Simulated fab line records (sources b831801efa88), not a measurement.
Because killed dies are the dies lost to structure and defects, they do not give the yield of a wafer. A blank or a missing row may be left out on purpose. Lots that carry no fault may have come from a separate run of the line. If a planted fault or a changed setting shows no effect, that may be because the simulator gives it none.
Matching of chambers    flow sky130    4 sister chambers for SKY_FIELD_ISO_CMP_27 on cmp-02
The step polishes, stops on Si3N4, t overpolish 16 s, target thk 457.8 nm. 4 wafers are shown with their chamber, then 12 later ones without.

WAFERS WITH THEIR CHAMBER
wafer   chamber  motor_current_A (A)
L084.2  0        10.2
L086.2  3        11.3
L086.5  2        12.9
L086.6  1        11.1

WAFERS WITHOUT THEIR CHAMBER
wafer   motor_current_A (A)
L088.1  10.1
L088.2  12.8
L088.4  11.5
L092.1  12.3
L092.2  11.0
L092.3  11.0
L095.1  10.9
L095.5  11.5
L095.6  12.6
L097.3  12.4
L097.5  12.4
L097.6  10.6

CHAMBER TAKEN BY EACH
wafer   from the rows above           in truth
L088.1  0                             0
L088.2  2                             2
L088.4  can't be placed: 3 or 1       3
L092.1  can't be placed: 2 or 3 or 1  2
L092.2  can't be placed: 1 or 3       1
L092.3  can't be placed: 1 or 3       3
L095.1  can't be placed: 1 or 3 or 0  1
L095.5  can't be placed: 3 or 1       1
L095.6  2                             2
L097.3  can't be placed: 2 or 3       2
L097.5  can't be placed: 2 or 3       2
L097.6  can't be placed: 0 or 1 or 3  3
Correctly placed: 3 of 12. Can't be placed from these rows: 9 (the true chamber is among the candidates in 9). Placed wrongly: 0.
How it was worked out, from the rows above alone: a wafer's distance from a chamber is the root of the sum, over the readings, of the square of ((its reading less the chamber's mean) divided by the reading's scatter). If the next closest chamber is less than 2 further off than the closest, the wafer can't be placed; otherwise it belongs to the closest. The mean given for a chamber averages the wafers shown for that chamber. The scatter: root of mean squared gap, hidden wafer to nearest shown wafer, with one shown wafer a chamber.
